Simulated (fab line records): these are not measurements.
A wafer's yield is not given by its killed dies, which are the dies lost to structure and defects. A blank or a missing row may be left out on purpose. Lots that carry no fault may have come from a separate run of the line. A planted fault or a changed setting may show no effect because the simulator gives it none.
The same fault as seen by 2 desks | flow sky130 | each desk holds nothing but its own numbers, with what lay behind them at the end

## METROLOGY DESK
Lot by lot, what the gauges showed, no matter which tool ran the lot: averages of those sampled wafers that carry a number. Any lot whose mean is over 4 standard deviations away from the usual mean is out of limits and marked OUT; that distance is given in the brackets.
Columns: A = cd nm at SKY_LI_CONTACT_CD_MEAS_12, usual 170.1 nm; B = LI_CONTACT_OVL at SKY_LI_CONTACT_OVL_MEAS_13, usual -1 nm; C = LI_CONTACT_W_RS at SKY_LI_CONTACT_RS_MEAS_22, usual 0.281 ohm/sq; D = LI_CONTACT_W_THK at SKY_LI_CONTACT_THK_MEAS_23, usual 407 nm
lot  | first seen here | A     | B  | C     | D
L235 | day 28 11:37    | 168.5 | -2 | 0.282 | 410
L236 | day 28 18:40    | 170.9 | -6 | 0.278 | 416
L238 | day 29 20:34    | 169.2 | -5 | 0.284 | 394
L239 | day 31 01:44    | 169.7 | 1  | 0.277 | 403
L241 | day 31 02:41    | 172.5 | -4 | 0.276 | 421
L240 | day 31 04:07    | 170.7 | 4  | 0.276 | 417
L243 | day 31 11:43    | 171.0 | -3 | 0.286 | 405
L244 | day 32 14:07    | 169.6 | -6 | 0.281 | 409
L246 | day 32 18:50    | 167.8 | 0  | 0.284 | 404
L251 | day 33 22:19    | 169.6 | 1  | 0.278 | 422
L257 | day 36 00:16    | 170.3 | -0 | 0.278 | 409
L258 | day 36 05:17    | 170.0 | -5 | 0.281 | 403
This desk's finding: nothing out of limits on any of the 12 lots.

## DESK OF THE TOOL OWNER: cvd w-02
The tool's own readings at SKY_LI_CONTACT_CVD_21 (deposits W, target thk 400 nm, time 120.56 s): means of the sampled wafers that have a number, for each lot that ran on this tool. Any lot whose mean is over 4 standard deviations away from the usual mean is out of limits and marked OUT; that distance is given in the brackets.
Columns: A = chamber pressure Torr at SKY_LI_CONTACT_CVD_21, usual 40.00 Torr; B = heater power w at SKY_LI_CONTACT_CVD_21, usual 806 W
lot  | first seen here | A               | B
L238 | day 29 21:28    | 39.95           | 773
L243 | day 31 12:26    | 40.07           | 788
L244 | day 32 14:50    | 40.05           | 818
L246 | day 32 19:33    | 39.94           | 766
L251 | day 33 23:02    | 42.25 (+24) OUT | 802
This desk's finding: out of limits on L251; first on L251, day 33 23:02 (chamber pressure Torr at SKY_LI_CONTACT_CVD_21). Within limits: L238, L243, L244, L246.

## PUT TOGETHER
The tool owner's desk had the chance to raise an alarm at day 33 23:02 on L251.
Metrology desk: nothing out of limits seen.
The metrology desk holds a record of L251, inside its limits.
On cvd w-02, each named lot ran SKY_LI_CONTACT_CVD_21.

## WHAT THE SIMULATOR HAD PUT IN
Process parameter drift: cvd w-02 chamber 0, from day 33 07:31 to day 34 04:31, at SKY_LI_CONTACT_CVD_21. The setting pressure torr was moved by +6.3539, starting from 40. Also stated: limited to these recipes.
Lots struck among those shown: L251.
How many hours passed from the start of the fault until each desk's first out-of-limits reading: the tool owner's desk, 16.
